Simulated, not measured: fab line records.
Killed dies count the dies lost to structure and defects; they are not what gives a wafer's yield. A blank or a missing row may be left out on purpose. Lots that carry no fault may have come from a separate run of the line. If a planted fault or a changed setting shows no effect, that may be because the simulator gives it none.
fab line records :: flow sky130
record:
  lots: 5
  wafers: 15
  last-day: 51
route steps=708 shown POLY_CUT@317 SD_P@320 RES_XHIGH@332 SD_N@342 PAD_OPEN@708
lots with no fault: from the same line, run without faults
start-h: start of the lot's first displayed wafer, in hours after the record's first day :: wait-h: hours since the lot's step before :: " as in the row above :: L1.1+2: a single row standing in for several wafers :: - no value, or no start given :: * or withheld: withheld :: < > ~ a bound
route shown NAME@n: a module of which the file shows steps, and the number in the route of the first :: usual: average and standard deviation across the fault-free wafers :: same: alike in all rows :: chamber/n: place in a boat :: sites: the reading at each site :: _std_site: the values' standard deviation :: _edge_site: the outer-site mean with the inner-site mean subtracted :: radius-mm: how far each site lies from the wafer's centre :: mask NAME#n: copy n :: behind: tool/chamber where the wafer was last shaped :: hold: what put the lot on hold/how long, in hours/how the hold closed :: device: which transistor (n, p or np) failed to switch :: end of line: the tests these same wafers got at the end of their route :: step lacking rows: just its recipe :: killed: dies that structure and defects cost at the first sort, which is not the same as the wafer's yield :: map: a wafer's dies, marking killed ones x, the rest . and places with no die _
set.NAME: the setting as run; set.NAME@STEP: as run at that earlier step :: model.NAME: the simulator's own value behind a step, which no gauge read
certain route steps with their lots: each step a table, each wafer a row
services: the hour from which a tool's chamber was out of use, counted from the record's first day as start-h (under 0 if before that day), plus the number of hours and why
== steps ==
step: SKY_POLY_CUT_ETCH_10
recipe:
  chemistry: N2/H2
  target: BARC
  ion-energy-ev: 200
  source-w: 500
  bias-w: 100
  pressure-mtorr: 30
  n2-flow-sccm: 100
  h2-flow-sccm: 200
  stop-on: SiO2
  time-s: 45.9
  target-depth-a: 600
step: SKY_POLY_CUT_ETCH_11
recipe:
  target: Si3N4
  chemistry: CF4/CH2F2/Ar
  stop-on: poly-Si
  source-w: 600
  bias-w: 150
  pressure-mtorr: 40
  cf4-flow-sccm: 40
  ch2f2-flow-sccm: 20
  Ar_flow_sccm: 150
  time-s: 42.5
  target-depth-a: 600
step: SKY_POLY_CUT_STRIP_12
recipe:
  chemistry: O2/N2
  power-w: 1400
  pressure-mtorr: 1500
  platen-temp-c: withheld
  o2-flow-sccm: 3000
  n2-flow-sccm: 300
  overash-fraction: 0.5
step: SKY_SD_P_DEHYDRATE_00
recipe:
  temp-c: 200
  time-s: 60
step: SKY_SD_P_HMDS_01
recipe:
  prime-time-s: 60
  prime-temp-c: 120
step: SKY_SD_P_COAT_02
recipe:
  resist: NOVOLAK
  spin-rpm: 3000
  resist-thk-nm: 1140
step: SKY_SD_P_SOFTBAKE_03
recipe:
  temp-c: 90
  time-s: 60
  resist: NOVOLAK
step: SKY_SD_P_EXPOSE_04
recipe:
  mask-id: PSDM
  na: 0.6
  source-shape: conventional
  sigma-outer: 0.6
  polarization: unpolarized
  target-cd-nm: 380
  dose-mj: 138
step: SKY_SD_P_PEB_05
recipe:
  temp-c: withheld
  time-s: *
  resist: NOVOLAK
step: SKY_SD_P_DEVELOP_06
recipe:
  resist: NOVOLAK
  developer: TMAH
  develop-time-s: 59.22
  dev-temp-c: 23
step: SKY_SD_P_IMPLANT_09
recipe:
  species: BF2
  energy-kev: 20
  dose-cm2: 3e+15
  tilt-deg: 0
usual:
  beam-energy-keV: 20.000/0.0061
  beam-on-s: 13.2/0.52
lot.wafer: L316.1
tool: implanter-01
chamber: 0
start-h: 670.01
wait-h: 0.0
beam-energy-keV: 20.000
beam-on-s: 13.5
model.implant.rp-nm: 17.83
model.implant.drp-nm: 9.746

lot.wafer: L316.4
tool: implanter-01
chamber: 0
start-h: 670.01
wait-h: 0.0
beam-energy-keV: 20.002
beam-on-s: 13.6
model.implant.rp-nm: 17.83
model.implant.drp-nm: 9.746

lot.wafer: L316.5
tool: implanter-01
chamber: 0
start-h: 670.01
wait-h: 0.0
beam-energy-keV: 20.007
beam-on-s: 13.4
model.implant.rp-nm: 17.83
model.implant.drp-nm: 9.746

lot.wafer: L325.1
tool: implanter-01
chamber: 0
start-h: 738.29
wait-h: 0.0
beam-energy-keV: 19.228
beam-on-s: 13.2
model.implant.rp-nm: 17.34
model.implant.drp-nm: 9.48

lot.wafer: L325.2
tool: implanter-01
chamber: 0
start-h: 738.29
wait-h: 0.0
beam-energy-keV: 19.235
beam-on-s: 13.1
model.implant.rp-nm: 17.34
model.implant.drp-nm: 9.48

lot.wafer: L325.5
tool: implanter-01
chamber: 0
start-h: 738.29
wait-h: 0.0
beam-energy-keV: 19.232
beam-on-s: 13.7
model.implant.rp-nm: 17.34
model.implant.drp-nm: 9.48

lot.wafer: L324.1
tool: implanter-01
chamber: 0
start-h: 742.45
wait-h: 0.0
beam-energy-keV: 19.223
beam-on-s: 13.4
model.implant.rp-nm: 16.67
model.implant.drp-nm: 9.48

lot.wafer: L324.2
tool: implanter-01
chamber: 0
start-h: 742.45
wait-h: 0.0
beam-energy-keV: 19.233
beam-on-s: 13.7
model.implant.rp-nm: 16.67
model.implant.drp-nm: 9.48

lot.wafer: L324.5
tool: implanter-01
chamber: 0
start-h: 742.45
wait-h: 0.0
beam-energy-keV: 19.228
beam-on-s: 13.8
model.implant.rp-nm: 16.67
model.implant.drp-nm: 9.48

lot.wafer: L327.2
tool: implanter-01
chamber: 0
start-h: 756.03
wait-h: 0.0
beam-energy-keV: 19.218
beam-on-s: 13.5
model.implant.rp-nm: 17.01
model.implant.drp-nm: 9.48

lot.wafer: L327.3
tool: implanter-01
chamber: 0
start-h: 756.03
wait-h: 0.0
beam-energy-keV: 19.231
beam-on-s: 13.5
model.implant.rp-nm: 17.01
model.implant.drp-nm: 9.48

lot.wafer: L327.6
tool: implanter-01
chamber: 0
start-h: 756.03
wait-h: 0.0
beam-energy-keV: 19.227
beam-on-s: 13.6
model.implant.rp-nm: 17.01
model.implant.drp-nm: 9.48

lot.wafer: L332.3
tool: implanter-02
chamber: 0
start-h: 788.41
wait-h: 0.1
beam-energy-keV: 20.001
beam-on-s: 12.6
model.implant.rp-nm: 17.2
model.implant.drp-nm: 9.746

lot.wafer: L332.5
tool: implanter-02
chamber: 0
start-h: 788.41
wait-h: 0.1
beam-energy-keV: 19.999
beam-on-s: 12.6
model.implant.rp-nm: 17.2
model.implant.drp-nm: 9.746

lot.wafer: L332.6
tool: implanter-02
chamber: 0
start-h: 788.41
wait-h: 0.1
beam-energy-keV: 20.004
beam-on-s: 12.3
model.implant.rp-nm: 17.2
model.implant.drp-nm: 9.746
step: SKY_SD_P_STRIP_10
recipe:
  chemistry: O2/N2
  power-w: 1400
  pressure-mtorr: 1500
  platen-temp-c: withheld
  o2-flow-sccm: 3000
  n2-flow-sccm: 300
  overash-fraction: 0.5
step: SKY_RES_XHIGH_DEHYDRATE_00
recipe:
  temp-c: 200
  time-s: 60
step: SKY_RES_XHIGH_HMDS_01
recipe:
  prime-time-s: 60
  prime-temp-c: 120
step: SKY_RES_XHIGH_COAT_02
recipe:
  resist: NOVOLAK
  spin-rpm: 3000
  resist-thk-nm: 1140
step: SKY_RES_XHIGH_SOFTBAKE_03
recipe:
  temp-c: 90
  time-s: 60
  resist: NOVOLAK
step: SKY_RES_XHIGH_EXPOSE_04
recipe:
  mask-id: URPM
  na: 0.6
  source-shape: conventional
  sigma-outer: 0.6
  polarization: unpolarized
  target-cd-nm: 1270
  dose-mj: 140
step: SKY_RES_XHIGH_PEB_05
recipe:
  temp-c: withheld
  time-s: *
  resist: NOVOLAK
step: SKY_RES_XHIGH_DEVELOP_06
recipe:
  resist: NOVOLAK
  developer: TMAH
  develop-time-s: 60
  dev-temp-c: 23
step: SKY_RES_XHIGH_IMPLANT_07
recipe:
  species: BF2
  energy-kev: 20
  dose-cm2: 3.6e+14
  tilt-deg: 0
step: SKY_RES_XHIGH_STRIP_08
recipe:
  chemistry: O2/N2
  power-w: 1400
  pressure-mtorr: 1500
  platen-temp-c: withheld
  o2-flow-sccm: 3000
  n2-flow-sccm: 300
  overash-fraction: 0.5
step: SKY_SD_N_DEHYDRATE_00
recipe:
  temp-c: 200
  time-s: 60
step: SKY_SD_N_HMDS_01
recipe:
  prime-time-s: 60
  prime-temp-c: 120
step: SKY_SD_N_COAT_02
recipe:
  resist: NOVOLAK
  spin-rpm: 3000
  resist-thk-nm: 1140
step: SKY_SD_N_SOFTBAKE_03
recipe:
  temp-c: 90
  time-s: 60
  resist: NOVOLAK
step: SKY_SD_N_EXPOSE_04
recipe:
  mask-id: NSDM
  na: 0.6
  source-shape: conventional
  sigma-outer: 0.6
  polarization: unpolarized
  target-cd-nm: 380
  dose-mj: 141
step: SKY_SD_N_PEB_05
recipe:
  temp-c: withheld
  time-s: *
  resist: NOVOLAK
step: SKY_SD_N_DEVELOP_06
recipe:
  resist: NOVOLAK
  developer: TMAH
  develop-time-s: 60
  dev-temp-c: 23
step: SKY_SD_N_IMPLANT_09
recipe:
  species: As
  energy-kev: 50
  dose-cm2: 4e+15
  tilt-deg: 0
step: SKY_SD_N_IMPLANT_10
recipe:
  species: P
  energy-kev: 19.82
  dose-cm2: 1e+14
  tilt-deg: 0
step: SKY_SD_N_STRIP_11
recipe:
  chemistry: O2/N2
  power-w: 1400
  pressure-mtorr: 1500
  platen-temp-c: withheld
  o2-flow-sccm: 3000
  n2-flow-sccm: 300
  overash-fraction: 0.5
step: SKY_SD_N_CLEAN_13
recipe:
  chemistry: SC1/SC2
  mix: 1:4:20
  temp-c: 70
  time-s: 150
  dry: n2-spin
step: SKY_SD_N_RTA_14
recipe:
  temp-c: 1075
  time-s: 2
  idle-temp-c: 650
  ramp-up-c-per-s: 150
  ramp-down-c-per-s: 90
  ambient: N2
step: SKY_SD_N_RS_MEAS_17
recipe:
  thk-meas-gauge: four-point-probe
usual:
  SD_P_RS: 147.0/0.45
lot.wafer: L316.1
tool: film-metro-04
chamber: -
start-h: 728.27
wait-h: 0.1
SD_P_RS[ohm/sq]: 147.4

lot.wafer: L316.4
tool: film-metro-04
chamber: -
start-h: 728.27
wait-h: 0.1
SD_P_RS[ohm/sq]: 147.6

lot.wafer: L316.5
tool: film-metro-04
chamber: -
start-h: 728.27
wait-h: 0.1
SD_P_RS[ohm/sq]: 147.6

lot.wafer: L325.1
tool: film-metro-04
chamber: -
start-h: 792.51
wait-h: 0.1
SD_P_RS[ohm/sq]: 150.5

lot.wafer: L325.2
tool: film-metro-04
chamber: -
start-h: 792.51
wait-h: 0.1
SD_P_RS[ohm/sq]: 150.8

lot.wafer: L325.5
tool: film-metro-04
chamber: -
start-h: 792.51
wait-h: 0.1
SD_P_RS[ohm/sq]: 150.8

lot.wafer: L324.1
tool: film-metro-03
chamber: -
start-h: 797.62
wait-h: 0.1
SD_P_RS[ohm/sq]: 149.6

lot.wafer: L324.2
tool: film-metro-03
chamber: -
start-h: 797.62
wait-h: 0.1
SD_P_RS[ohm/sq]: 149.4

lot.wafer: L324.5
tool: film-metro-03
chamber: -
start-h: 797.62
wait-h: 0.1
SD_P_RS[ohm/sq]: 149.3

lot.wafer: L327.2
tool: film-metro-01
chamber: -
start-h: 810.48
wait-h: 0.1
SD_P_RS[ohm/sq]: 149.4

lot.wafer: L327.3
tool: film-metro-01
chamber: -
start-h: 810.48
wait-h: 0.1
SD_P_RS[ohm/sq]: 148.5

lot.wafer: L327.6
tool: film-metro-01
chamber: -
start-h: 810.48
wait-h: 0.1
SD_P_RS[ohm/sq]: 149.5

lot.wafer: L332.3
tool: film-metro-01
chamber: -
start-h: 843.08
wait-h: 0.1
SD_P_RS[ohm/sq]: 146.5

lot.wafer: L332.5
tool: film-metro-01
chamber: -
start-h: 843.08
wait-h: 0.1
SD_P_RS[ohm/sq]: 146.8

lot.wafer: L332.6
tool: film-metro-01
chamber: -
start-h: 843.08
wait-h: 0.1
SD_P_RS[ohm/sq]: 146.9
step: SKY_PAD_OPEN_PROBE_99
usual:
  killed_at_M0_to_M3: 43/6.4
  killed_at_M4_up: 3.3/1.9
  killed-at-contacts: 24/5.7
  killed-at-front-end: 15/4.7
  killed-at-other: 0.3/0.48
  killed-dies: 86/9.2
  killed-open: 47/7
  killed-short: 39/6.5
same:
  gross-dies: 492
  killed-at-back-side: 0
lot.wafer: L316.1
tool: prober-01
chamber: -
start-h: 1151.83
wait-h: 0.1
killed_at_M0_to_M3: 45
killed_at_M4_up: 1
killed-at-contacts: 27
killed-at-front-end: 13
killed-at-other: 1
killed-dies: 87
killed-open: 48
killed-short: 39

lot.wafer: L316.4
tool: prober-01
chamber: -
start-h: 1151.98
wait-h: 0.2
killed_at_M0_to_M3: 50
killed_at_M4_up: 1
killed-at-contacts: 27
killed-at-front-end: 11
killed-at-other: 1
killed-dies: 90
killed-open: 43
killed-short: 47

lot.wafer: L316.5
tool: prober-01
chamber: -
start-h: 1152.03
wait-h: 0.2
killed_at_M0_to_M3: 46
killed_at_M4_up: 0
killed-at-contacts: 26
killed-at-front-end: 10
killed-at-other: 0
killed-dies: 82
killed-open: 45
killed-short: 37

lot.wafer: L325.1
tool: prober-01
chamber: -
start-h: 1195.16
wait-h: 0.1
killed_at_M0_to_M3: 39
killed_at_M4_up: 2
killed-at-contacts: 24
killed-at-front-end: 10
killed-at-other: 0
killed-dies: 75
killed-open: 43
killed-short: 32

lot.wafer: L325.2
tool: prober-01
chamber: -
start-h: 1195.21
wait-h: 0.1
killed_at_M0_to_M3: 48
killed_at_M4_up: 3
killed-at-contacts: 31
killed-at-front-end: 24
killed-at-other: 0
killed-dies: 106
killed-open: 54
killed-short: 52

lot.wafer: L325.5
tool: prober-01
chamber: -
start-h: 1195.36
wait-h: 0.2
killed_at_M0_to_M3: 43
killed_at_M4_up: 5
killed-at-contacts: 25
killed-at-front-end: 15
killed-at-other: 0
killed-dies: 88
killed-open: 42
killed-short: 46

lot.wafer: L324.1
tool: prober-02
chamber: -
start-h: 1195.72
wait-h: 0.1
killed_at_M0_to_M3: 47
killed_at_M4_up: 3
killed-at-contacts: 20
killed-at-front-end: 17
killed-at-other: 0
killed-dies: 87
killed-open: 47
killed-short: 40

lot.wafer: L324.2
tool: prober-02
chamber: -
start-h: 1195.77
wait-h: 0.1
killed_at_M0_to_M3: 44
killed_at_M4_up: 6
killed-at-contacts: 21
killed-at-front-end: 26
killed-at-other: 0
killed-dies: 97
killed-open: 48
killed-short: 49

lot.wafer: L324.5
tool: prober-02
chamber: -
start-h: 1195.92
wait-h: 0.2
killed_at_M0_to_M3: 39
killed_at_M4_up: 8
killed-at-contacts: 20
killed-at-front-end: 16
killed-at-other: 0
killed-dies: 83
killed-open: 44
killed-short: 39

lot.wafer: L327.2
tool: prober-02
chamber: -
start-h: 1203.86
wait-h: 0.1
killed_at_M0_to_M3: 42
killed_at_M4_up: 4
killed-at-contacts: 30
killed-at-front-end: 10
killed-at-other: 1
killed-dies: 87
killed-open: 45
killed-short: 42

lot.wafer: L327.3
tool: prober-02
chamber: -
start-h: 1203.91
wait-h: 0.2
killed_at_M0_to_M3: 43
killed_at_M4_up: 2
killed-at-contacts: 26
killed-at-front-end: 13
killed-at-other: 0
killed-dies: 84
killed-open: 56
killed-short: 28

lot.wafer: L327.6
tool: prober-02
chamber: -
start-h: 1204.06
wait-h: 0.2
killed_at_M0_to_M3: 43
killed_at_M4_up: 4
killed-at-contacts: 34
killed-at-front-end: 6
killed-at-other: 0
killed-dies: 87
killed-open: 54
killed-short: 33

lot.wafer: L332.3
tool: prober-01
chamber: -
start-h: 1223.15
wait-h: 0.2
killed_at_M0_to_M3: 53
killed_at_M4_up: 2
killed-at-contacts: 15
killed-at-front-end: 18
killed-at-other: 0
killed-dies: 88
killed-open: 43
killed-short: 44

lot.wafer: L332.5
tool: prober-01
chamber: -
start-h: 1223.25
wait-h: 0.2
killed_at_M0_to_M3: 42
killed_at_M4_up: 1
killed-at-contacts: 27
killed-at-front-end: 13
killed-at-other: 1
killed-dies: 84
killed-open: 56
killed-short: 27

lot.wafer: L332.6
tool: prober-01
chamber: -
start-h: 1223.30
wait-h: 0.2
killed_at_M0_to_M3: 42
killed_at_M4_up: 5
killed-at-contacts: 24
killed-at-front-end: 13
killed-at-other: 0
killed-dies: 84
killed-open: 44
killed-short: 39
killed by level:class
L316.1 VIA1:geometric-particle:open=14 LOCAL_INTERCONNECT:geometric-particle:short=8 CONTACT:geometric-particle:open=7 VIA1:geometric-particle:short=6 VIA3:geometric-particle:short=6 FIELD_ISO:geometric-particle:open=5 VIA3:geometric-particle:open=5 LI_CONTACT:geometric-particle:open=5
L316.4 CONTACT:geometric-particle:open=11 LI_CONTACT:geometric-particle:open=7 VIA1:geometric-particle:short=7 VIA2:geometric-particle:open=6 VIA1:geometric-particle:open=6 METAL1:geometric-particle:short=6 METAL2:geometric-particle:short=5 VIA2:geometric-particle:short=5
L316.5 VIA2:geometric-particle:open=9 CONTACT:geometric-particle:open=8 VIA1:geometric-particle:open=8 VIA3:geometric-particle:open=7 LI_CONTACT:geometric-particle:open=5 CONTACT:geometric-particle:short=5 VIA1:geometric-particle:short=5 LI_CONTACT:geometric-particle:short=4
L325.1 VIA1:geometric-particle:open=11 CONTACT:geometric-particle:open=9 CONTACT:geometric-particle:short=6 LI_CONTACT:geometric-particle:open=5 VIA2:geometric-particle:open=5 VIA1:geometric-particle:short=5 FIELD_ISO:geometric-particle:open=4 POLY_GATE:geometric-particle:short=4
L325.2 CONTACT:geometric-particle:open=12 VIA1:geometric-particle:open=11 POLY_GATE:geometric-particle:open=8 POLY_GATE:geometric-particle:short=7 LOCAL_INTERCONNECT:geometric-particle:short=7 VIA2:geometric-particle:open=7 VIA1:geometric-particle:short=6 LI_CONTACT:geometric-particle:open=5
L325.5 LI_CONTACT:geometric-particle:open=8 VIA1:geometric-particle:open=7 METAL2:geometric-particle:short=6 CONTACT:geometric-particle:open=6 VIA3:geometric-particle:open=6 FIELD_ISO:geometric-particle:short=5 CONTACT:geometric-particle:short=5 VIA1:geometric-particle:short=5
L324.1 VIA1:geometric-particle:open=11 VIA3:geometric-particle:open=9 CONTACT:geometric-particle:open=9 VIA1:geometric-particle:short=6 FIELD_ISO:geometric-particle:short=5 FIELD_ISO:geometric-particle:open=5 POLY_GATE:geometric-particle:open=4 METAL1:geometric-particle:short=4
L324.2 FIELD_ISO:geometric-particle:short=11 VIA2:geometric-particle:open=9 VIA1:geometric-particle:short=7 VIA1:geometric-particle:open=7 LI_CONTACT:geometric-particle:open=6 METAL2:geometric-particle:short=6 CONTACT:geometric-particle:short=5 VIA3:geometric-particle:open=5
L324.5 FIELD_ISO:geometric-particle:open=8 METAL1:geometric-particle:short=8 CONTACT:geometric-particle:open=7 VIA2:geometric-particle:open=7 VIA1:geometric-particle:short=7 LOCAL_INTERCONNECT:geometric-particle:short=5 CONTACT:geometric-particle:short=5 FIELD_ISO:geometric-particle:short=4
L327.2 VIA1:geometric-particle:open=17 VIA1:geometric-particle:short=9 LOCAL_INTERCONNECT:geometric-particle:short=9 LI_CONTACT:geometric-particle:open=7 CONTACT:geometric-particle:open=6 CONTACT:geometric-particle:short=5 METAL1:geometric-particle:short=5 METAL2:geometric-particle:short=4
L327.3 VIA1:geometric-particle:open=15 LI_CONTACT:geometric-particle:open=10 CONTACT:geometric-particle:open=9 VIA3:geometric-particle:open=7 POLY_GATE:geometric-particle:short=5 VIA1:geometric-particle:short=4 CONTACT:geometric-particle:short=4 VIA3:geometric-particle:short=4
L327.6 CONTACT:geometric-particle:open=17 VIA1:geometric-particle:open=9 VIA3:geometric-particle:open=8 LI_CONTACT:geometric-particle:open=7 METAL2:geometric-particle:short=5 VIA3:geometric-particle:short=5 LOCAL_INTERCONNECT:geometric-particle:short=4 VIA1:geometric-particle:short=4
L332.3 VIA1:geometric-particle:open=14 VIA2:geometric-particle:open=9 VIA3:geometric-particle:open=6 POLY_GATE:geometric-particle:short=5 LI_CONTACT:geometric-particle:open=5 VIA1:geometric-particle:short=5 METAL2:geometric-particle:short=5 VIA2:geometric-particle:short=5
L332.5 VIA1:geometric-particle:open=15 CONTACT:geometric-particle:open=12 VIA2:geometric-particle:open=7 LI_CONTACT:geometric-particle:open=6 VIA1:geometric-particle:short=5 VIA3:geometric-particle:open=5 FIELD_ISO:geometric-particle:open=4 METAL1:geometric-particle:short=4
L332.6 VIA2:geometric-particle:open=9 CONTACT:geometric-particle:open=8 VIA1:geometric-particle:open=7 METAL2:geometric-particle:short=6 LOCAL_INTERCONNECT:geometric-particle:short=5 CONTACT:geometric-particle:short=5 VIA3:geometric-particle:open=5 FIELD_ISO:geometric-particle:short=4
== services ==
tool: implanter-02
chamber: -
start-h: 678.24
hours: 1.8
kind: repair

tool: implanter-01
chamber: -
start-h: 681.09
hours: 4.8
kind: pm

tool: implanter-02
chamber: -
start-h: 755.80
hours: 2.1
kind: repair
== key ==
first-sign:
  step: SKY_SD_P_IMPLANT_09
  reading: beam-energy-keV
  direction: down
  sigmas: 99+
  usual: *
  struck: *
effect:
  step: SKY_SD_N_RS_MEAS_17
  reading: SD_P_RS
  direction: up
  sigmas: 6.1
  usual: 147.0
  struck: 149.7
model-effect:
  step: SKY_SD_P_IMPLANT_09
  value: implant.rp-nm
  without: 17.54
  struck: 17.01
met-at SKY_SD_P_IMPLANT_09
struck-wafers L324.1,L324.2,L324.5,L325.1,L325.2,L325.5,L327.2,L327.3,L327.6
tester-left-out L324,L325,L327
onset-between 670.01 738.29
fault:
  kind: process-parameter-drift
  tool: implanter-01
  chamber: -
  onset-h: 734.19
  steps: SKY_SD_P_IMPLANT_09
  channel: energy-kev
  offset: *
  shape: step
  end-h: 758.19
  acts-in: *
  stated: *
tester-left-out: of these lots the tester's yield and bins aren't shown, on N5 and GAA mostly nor the transistor test; their killed dies are dies lost to structure and defects alone, not to doping, threshold or leakage, so they don't give the yield
